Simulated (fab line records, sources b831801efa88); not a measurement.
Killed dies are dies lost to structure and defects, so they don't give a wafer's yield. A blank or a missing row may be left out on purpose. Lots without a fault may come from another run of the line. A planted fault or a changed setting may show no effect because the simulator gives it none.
fab line records | flow sky130
record lots=6 wafers=15 last_day=50
route steps=708 shown SONOS_ONO@186 GATE_OXIDE@187 PAD_OPEN@708
lots that met no fault: from a run of the same line without faults
start_h: hours from the record's first day to the start of the lot's first wafer shown | wait_h: hours since the lot's step before | " the same as in the row above | L1.1+2: a row that stands for several wafers | - no value, or no start given | * or withheld: withheld | < > ~ a bound
route shown NAME@n: a module of which the file shows steps, and the number in the route of the first | usual: mean/standard deviation of fault-free wafers | same: alike in all rows | chamber/n: place in a boat | sites: the reading at each site | _std_site: their standard deviation | _edge_site: outer sites' mean less inner sites' | radius_mm: how far each site lies from the wafer's centre | mask NAME#n: copy n | behind: the tool/chamber that last shaped the wafer | hold: why the lot was held/for how many hours/how that ended | device: the transistor (n, p or np) that didn't switch | end of line: the same wafers' tests at the end of the route | a step without rows: its recipe alone | killed: dies lost to structure and defects at the first sort, not the wafer's yield | map: a wafer's dies, x killed, . not, _ none there
set.NAME: the setting as run; set.NAME@STEP: as run at that earlier step | model.NAME: the simulator's own value behind a step, which no gauge read
lots at some steps of the route; a table a step, a row a wafer
services: from which hour (start_h, from the record's first day; less than 0 if before it) a tool's chamber was out of use, for how many hours, and why
## steps
# step SKY_SONOS_ONO_WET_ETCH_18
# recipe chemistry=H3PO4 target_depth_nm=15 target=Si3N4 temp_c=160 time_s=172
# step SKY_GATE_OXIDE_CLEAN_00
# recipe chemistry=SC1/SC2 mix=1:4:20 temp_c=70 time_s=150 dry=n2_spin
# step SKY_GATE_OXIDE_OXIDATION_01
# recipe temp_c=900 ambient=O2 stabilise_s=600 purge_s=300 target_thk_a=102.68 ox_time_s=1473
# step SKY_GATE_OXIDE_THK_MEAS_02
# recipe reads=SiO2_of_GATE_OXIDE_OXIDATION_01
# usual GATE_OXIDE_OXIDATION_00_THK=10.22/0.23
# columns lot.wafer tool chamber start_h wait_h GATE_OXIDE_OXIDATION_00_THK[nm]
L715.4 film_metro-02 - 298.02 0.0 9.96
L715.5 " - " " 9.92
L715.6 " - " " 10.06
L720.1 film_metro-04 - 334.29 0.0 10.32
L720.3 " - " " 10.30
L722.5 film_metro-04 - 353.37 0.0 9.75
L726.2 film_metro-04 - 395.38 0.0 10.46
L726.3 " - " " 10.38
L726.6 " - " " 10.65
L730.3 film_metro-02 - 414.59 0.0 10.30
L730.4 " - " " 10.32
L730.6 " - " " 10.26
L737.1 film_metro-01 - 472.84 0.0 10.57
L737.3 " - " " 10.55
L737.5 " - " " 10.42
# step SKY_GATE_OXIDE_DEHYDRATE_03
# recipe temp_c=200 time_s=60
# step SKY_GATE_OXIDE_HMDS_04
# recipe prime_time_s=60 prime_temp_c=120
# step SKY_GATE_OXIDE_COAT_05
# recipe resist=NOVOLAK spin_rpm=3000 resist_thk_nm=1140
# step SKY_GATE_OXIDE_SOFTBAKE_06
# recipe temp_c=90 time_s=60 resist=NOVOLAK
# step SKY_GATE_OXIDE_EXPOSE_07
# recipe mask_id=LVOM na=0.6 source_shape=conventional sigma_outer=0.6 polarization=unpolarized target_cd_nm=600 dose_mj=168.2
# step SKY_GATE_OXIDE_PEB_08
# recipe temp_c=withheld time_s=* resist=NOVOLAK
# step SKY_GATE_OXIDE_DEVELOP_09
# recipe resist=NOVOLAK developer=TMAH develop_time_s=60 dev_temp_c=23
# step SKY_GATE_OXIDE_OVL_MEAS_10
# usual GATE_OXIDE_OVL=0.5/1.4
# columns lot.wafer tool chamber start_h wait_h GATE_OXIDE_OVL[nm]
L715.4 overlay-02 - 323.44 0.1 -2.5
L715.5 " - " " -1.9
L715.6 " - " " -2.2
L720.1 overlay-01 - 360.52 0.1 2.9
L720.3 " - " " 3.7
L722.5 overlay-01 - 380.19 0.0 0.2
L726.2 overlay-01 - 423.57 0.1 1.7
L726.3 " - " " 0.7
L726.6 " - " " 2.8
L730.3 overlay-02 - 444.13 0.1 1.3
L730.4 " - " " 1.3
L730.6 " - " " 0.0
L737.1 overlay-01 - 503.22 0.1 -0.1
L737.3 " - " " 0.1
L737.5 " - " " -0.8
# step SKY_GATE_OXIDE_IMPLANT_11
# recipe species=B energy_kev=10 dose_cm2=2.6e+12 tilt_deg=withheld
# usual beam_on_s=9.99/0.22 faraday_current_uA=14.7/0.31
# columns lot.wafer tool chamber start_h wait_h beam_on_s faraday_current_uA
L715.4 implanter-03 0 323.53 0.1 9.75 15.0
L715.5 " 0 " " 9.83 14.9
L715.6 " 0 " " 10.07 14.5
L720.1 implanter-01 0 360.55 0.0 11.41 12.8
L720.3 " 0 " " 10.94 13.5
L722.5 implanter-01 0 380.30 0.1 11.11 13.2
L726.2 implanter-02 0 423.63 0.0 10.06 14.6
L726.3 " 0 " " 9.84 14.9
L726.6 " 0 " " 9.91 14.8
L730.3 implanter-02 0 444.20 0.1 10.28 14.2
L730.4 " 0 " " 10.14 14.5
L730.6 " 0 " " 9.49 15.4
L737.1 implanter-01 0 503.25 0.0 10.50 14.0
L737.3 " 0 " " 10.17 14.4
L737.5 " 0 " " 9.85 14.9
# step SKY_GATE_OXIDE_WET_ETCH_12
# recipe chemistry=dHF target_depth_nm=16.8 dry=n2_spin target=SiO2 dilution=100:1 temp_c=25 time_s=336
# step SKY_GATE_OXIDE_STRIP_13
# recipe chemistry=O2/N2 power_w=1400 pressure_mtorr=1500 platen_temp_c=withheld o2_flow_sccm=3000 n2_flow_sccm=300 overash_fraction=0.5
# usual drypump_motor_current_A=5.74/0.25 n2_flow_sccm=299.9/0.96 oes_product_au=0.716/0.004 strip_time_to_endpoint_s=14.16/0.039
# columns lot.wafer tool chamber start_h wait_h drypump_motor_current_A n2_flow_sccm oes_product_au rf_hours_counter_h strip_time_to_endpoint_s
L715.4 plasma_asher-04 0 323.74 0.0 5.59 297.9 0.715 - 14.13
L715.5 " 1 " " 5.98 299.7 0.720 - 14.16
L715.6 " 0 " " 5.57 298.8 0.714 - 14.14
L720.1 plasma_asher-04 1 360.82 0.0 6.00 300.7 0.720 69 14.19
L720.3 " 1 " " 6.01 298.6 0.714 - 14.17
L722.5 plasma_asher-03 0 380.52 0.1 6.05 298.7 0.714 - 14.18
L726.2 plasma_asher-03 0 423.87 0.0 6.02 300.8 0.715 28 14.27
L726.3 " 1 " " 5.28 300.0 0.718 - 14.25
L726.6 " 1 " " 5.28 299.1 0.715 - 14.22
L730.3 plasma_asher-03 1 444.44 0.0 5.28 299.4 0.717 - 14.12
L730.4 " 0 " " 6.05 301.4 0.717 - 14.18
L730.6 " 0 " " 6.06 300.6 0.712 - 14.16
L737.1 plasma_asher-01 1 503.52 0.0 5.67 300.9 0.708 7 14.14
L737.3 " 0 " " 5.86 299.5 0.718 - 14.13
L737.5 " 0 " " 5.84 299.6 0.713 - 14.17
# step SKY_GATE_OXIDE_TW_MEAS_14
# usual GATE_OXIDE_TW=222.0/1.6
# columns lot.wafer tool chamber start_h wait_h GATE_OXIDE_TW
L715.4 film_metro-02 - 323.84 0.1 221.1
L715.5 " - " " 221.9
L715.6 " - " " 222.1
L720.1 film_metro-02 - 360.92 0.1 226.1
L720.3 " - " " 226.0
L722.5 film_metro-02 - 380.60 0.0 226.8
L726.2 film_metro-02 - 423.98 0.1 221.6
L726.3 " - " " 222.2
L726.6 " - " " 221.7
L730.3 film_metro-04 - 444.53 0.1 218.5
L730.4 " - " " 220.8
L730.6 " - " " 220.2
L737.1 film_metro-01 - 503.62 0.1 223.9
L737.3 " - " " 224.9
L737.5 " - " " 224.4
# step SKY_GATE_OXIDE_CLEAN_15
# recipe chemistry=SC1/SC2 mix=1:4:20 temp_c=70 time_s=150 dry=n2_spin
# step SKY_PAD_OPEN_PROBE_99
# usual killed_at_M0_to_M3=42/6.6 killed_at_M4_up=3.0/1.7 killed_at_contacts=24/5.3 killed_at_front_end=15/4.5 killed_at_other=0.2/0.49 killed_dies=83/9 killed_open=45/6.9 killed_short=38/5.8
# same gross_dies=492 killed_at_back_side=0
# columns lot.wafer tool chamber start_h wait_h killed_at_M0_to_M3 killed_at_M4_up killed_at_contacts killed_at_front_end killed_at_other killed_dies killed_open killed_short model.etest.pfet_01v8_lvt.drive_ua_um model.etest.pfet_01v8_mvt.drive_ua_um model.etest.pfet_01v8_lvt.off_log10_a_um model.etest.pfet_01v8_mvt.off_log10_a_um model.etest.pfet_01v8_lvt.vt_sat_v model.etest.pfet_01v8_lvt.vt_v model.etest.pfet_01v8_lvt.vt_long_v model.etest.pfet_01v8_mvt.vt_sat_v
L715.4 prober-01 - 1113.41 0.2 31 1 24 15 0 71 41 30 176.7 154.1 -8.19 -10.12 -0.4022 -0.5052 -0.6297 -0.5178
L715.5 prober-01 - 1113.46 0.2 38 1 21 13 1 74 28 46 175.5 153.7 -8.257 -10.11 -0.4024 -0.5033 -0.6291 -0.5243
L715.6 prober-01 - 1113.51 0.2 35 6 23 8 0 72 36 36 175.4 154.6 -8.35 -10.01 -0.4075 -0.5086 -0.634 -0.5186
L720.1 prober-02 - 1116.28 0.1 27 3 28 25 0 83 42 41 185.1 159.9 -7.991 -9.912 -0.3579 -0.4573 -0.5823 -0.5183
L720.3 prober-02 - 1116.38 0.2 33 4 31 23 0 91 45 46 184.2 159.3 -8.203 -10.16 -0.3673 -0.4592 -0.584 -0.5218
L722.5 prober-01 - 1132.13 0.2 33 2 21 20 0 76 44 32 183.8 159.8 -7.538 -9.493 -0.3113 -0.4144 -0.5465 -0.4656
L726.2 prober-01 - 1156.93 0.1 32 3 37 16 0 88 45 42 177.7 152.1 -8.749 -11.11 -0.4455 -0.5383 -0.659 -0.5988
L726.3 prober-01 - 1156.98 0.2 39 3 19 23 1 85 44 40 176.4 151.3 -8.88 -11.06 -0.4404 -0.5366 -0.6518 -0.5973
L726.6 prober-01 - 1157.13 0.2 41 4 24 3 0 72 45 27 177.3 150.8 -8.886 -11.22 -0.4459 -0.5417 -0.6576 -0.6081
L730.3 prober-01 - 1168.54 0.2 54 3 34 22 0 113 65 48 178.7 155.1 -8.746 -10.79 -0.4363 -0.5296 -0.6482 -0.5599
L730.4 prober-01 - 1168.59 0.2 50 2 29 21 1 103 63 40 177.8 155.2 -8.932 -10.6 -0.4384 -0.5281 -0.65 -0.5641
L730.6 prober-01 - 1168.69 0.2 42 2 27 13 1 85 45 39 183 160 -8.719 -10.46 -0.4319 -0.5242 -0.6491 -0.5578
L737.1 prober-02 - 1195.91 0.1 38 2 29 18 0 87 52 34 178.5 154.6 -8.791 -10.66 -0.4242 -0.5179 -0.6392 -0.5528
L737.3 prober-02 - 1196.01 0.2 39 4 23 17 0 83 46 37 174.1 150.7 -8.747 -10.91 -0.4325 -0.5229 -0.6402 -0.5687
L737.5 prober-02 - 1196.11 0.2 38 5 24 20 0 87 44 43 177.9 154.3 -8.768 -10.48 -0.4199 -0.5174 -0.637 -0.5455
# killed by level:class
L715.4 VIA1:geometric_particle:open=10 CONTACT:geometric_particle:open=7 FIELD_ISO:geometric_particle:short=6 POLY_GATE:geometric_particle:open=6 LI_CONTACT:geometric_particle:open=6 LOCAL_INTERCONNECT:geometric_particle:short=6 VIA2:geometric_particle:open=6 CONTACT:geometric_particle:short=5
L715.5 METAL1:geometric_particle:short=8 FIELD_ISO:geometric_particle:short=7 LI_CONTACT:geometric_particle:open=6 VIA1:geometric_particle:open=6 METAL2:geometric_particle:short=5 CONTACT:geometric_particle:short=5 CONTACT:geometric_particle:open=5 VIA3:geometric_particle:open=5
L715.6 CONTACT:geometric_particle:open=9 METAL1:geometric_particle:short=7 LI_CONTACT:geometric_particle:open=6 VIA2:geometric_particle:open=6 VIA3:geometric_particle:open=6 METAL4:geometric_particle:short=5 CONTACT:geometric_particle:short=5 VIA1:geometric_particle:open=4
L720.1 LI_CONTACT:geometric_particle:open=7 CONTACT:geometric_particle:open=7 CONTACT:geometric_particle:short=7 VIA3:geometric_particle:open=7 POLY_GATE:geometric_particle:short=5 POLY_GATE:geometric_particle:open=5 VIA2:geometric_particle:open=5 FIELD_ISO:geometric_particle:short=4
L720.3 CONTACT:geometric_particle:open=10 VIA1:geometric_particle:open=9 METAL2:geometric_particle:short=8 LI_CONTACT:geometric_particle:open=7 CONTACT:geometric_particle:short=5 FIELD_ISO:geometric_particle:short=4 VIA2:geometric_particle:open=4 LOCAL_INTERCONNECT:geometric_particle:short=4
L722.5 VIA1:geometric_particle:open=13 CONTACT:geometric_particle:open=9 FIELD_ISO:geometric_particle:open=5 FIELD_ISO:geometric_particle:short=5 POLY_GATE:geometric_particle:short=5 LI_CONTACT:geometric_particle:open=4 VIA2:geometric_particle:open=4 LI_CONTACT:geometric_particle:short=3
L726.2 LI_CONTACT:geometric_particle:open=10 CONTACT:geometric_particle:open=9 CONTACT:geometric_particle:short=7 VIA2:geometric_particle:open=7 POLY_GATE:geometric_particle:short=6 LOCAL_INTERCONNECT:geometric_particle:short=6 METAL2:geometric_particle:short=6 VIA1:geometric_particle:open=5
L726.3 VIA1:geometric_particle:open=8 LI_CONTACT:geometric_particle:open=7 CONTACT:geometric_particle:open=7 VIA2:geometric_particle:open=6 METAL3:geometric_particle:short=6 POLY_GATE:geometric_particle:short=5 POLY_GATE:geometric_particle:open=5 FIELD_ISO:geometric_particle:short=4
L726.6 CONTACT:geometric_particle:open=14 VIA1:geometric_particle:open=11 VIA2:geometric_particle:open=7 METAL1:geometric_particle:short=6 VIA1:geometric_particle:short=5 CONTACT:geometric_particle:short=4 LI_CONTACT:geometric_particle:open=3 METAL3:geometric_particle:short=3
L730.3 LI_CONTACT:geometric_particle:open=16 VIA1:geometric_particle:open=11 VIA2:geometric_particle:open=10 METAL2:geometric_particle:short=10 POLY_GATE:geometric_particle:open=7 CONTACT:geometric_particle:open=7 METAL1:geometric_particle:short=7 POLY_GATE:geometric_particle:short=6
L730.4 CONTACT:geometric_particle:open=18 VIA1:geometric_particle:open=14 METAL2:geometric_particle:short=8 METAL1:geometric_particle:short=7 VIA3:geometric_particle:open=7 FIELD_ISO:geometric_particle:open=5 POLY_GATE:geometric_particle:open=5 POLY_GATE:geometric_particle:short=4
L730.6 LI_CONTACT:geometric_particle:open=9 CONTACT:geometric_particle:open=9 METAL1:geometric_particle:short=8 VIA2:geometric_particle:open=8 VIA1:geometric_particle:open=7 CONTACT:geometric_particle:short=6 VIA1:geometric_particle:short=5 METAL3:geometric_particle:short=5
L737.1 LI_CONTACT:geometric_particle:open=12 CONTACT:geometric_particle:open=9 VIA1:geometric_particle:open=9 FIELD_ISO:geometric_particle:open=7 VIA3:geometric_particle:open=7 VIA1:geometric_particle:short=6 FIELD_ISO:geometric_particle:short=5 LOCAL_INTERCONNECT:geometric_particle:short=4
L737.3 VIA2:geometric_particle:open=10 FIELD_ISO:geometric_particle:short=8 VIA1:geometric_particle:open=8 FIELD_ISO:geometric_particle:open=7 CONTACT:geometric_particle:short=6 CONTACT:geometric_particle:open=6 VIA3:geometric_particle:open=6 LI_CONTACT:geometric_particle:open=5
L737.5 LI_CONTACT:geometric_particle:open=11 VIA3:geometric_particle:open=9 METAL2:geometric_particle:short=9 FIELD_ISO:geometric_particle:short=7 FIELD_ISO:geometric_particle:open=6 VIA1:geometric_particle:open=6 LOCAL_INTERCONNECT:geometric_particle:short=5 METAL4:geometric_particle:short=5
## services
# columns tool chamber start_h hours kind
implanter-03 - 319.81 1.9 repair
implanter-01 - 330.26 5.2 pm
implanter-03 - 356.48 2.0 repair
implanter-03 - 362.99 46.1 repair
plasma_asher-04 - 371.99 1.5 repair
plasma_asher-01 - 421.25 9.0 pm
plasma_asher-01 0 421.25 9.0 vent_cycle
plasma_asher-01 1 421.25 9.0 vent_cycle
plasma_asher-04 - 421.81 2.0 repair
implanter-02 - 428.85 1.5 repair
plasma_asher-01 0 430.25 - clean
plasma_asher-01 1 430.25 - clean
implanter-03 - 442.35 4.3 pm
implanter-01 - 471.81 2.9 repair
implanter-01 - 473.81 2.3 repair
implanter-01 - 474.85 2.2 repair
plasma_asher-04 - 494.87 1.0 repair
## key
first_sign step=SKY_GATE_OXIDE_IMPLANT_11 reading=beam_on_s direction=up sigmas=5.2 usual=9.99 struck=11.15
effect step=SKY_GATE_OXIDE_IMPLANT_11 reading=faraday_current_uA direction=down sigmas=4.8 usual=14.7 struck=13.2
effect step=SKY_GATE_OXIDE_TW_MEAS_14 reading=GATE_OXIDE_TW direction=up sigmas=2.7 usual=222.0 struck=226.3
model_effect step=SKY_PAD_OPEN_PROBE_99 value=etest.pfet_01v8_lvt.drive_ua_um without=174.7 struck=184.4
met_at SKY_GATE_OXIDE_IMPLANT_11
struck_wafers L720.1,L720.3,L722.5
tester_left_out L720,L722
fault kind=process_parameter_drift tool=implanter-01 chamber=- onset_h=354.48 steps=SKY_GATE_OXIDE_IMPLANT_11 channel=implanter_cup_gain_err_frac offset=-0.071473 shape=step end_h=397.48
# tester_left_out: of these lots the tester's yield and bins aren't shown, on N5 and GAA mostly nor the transistor test; their killed dies are dies lost to structure and defects alone, not to doping, threshold or leakage, so they don't give the yield
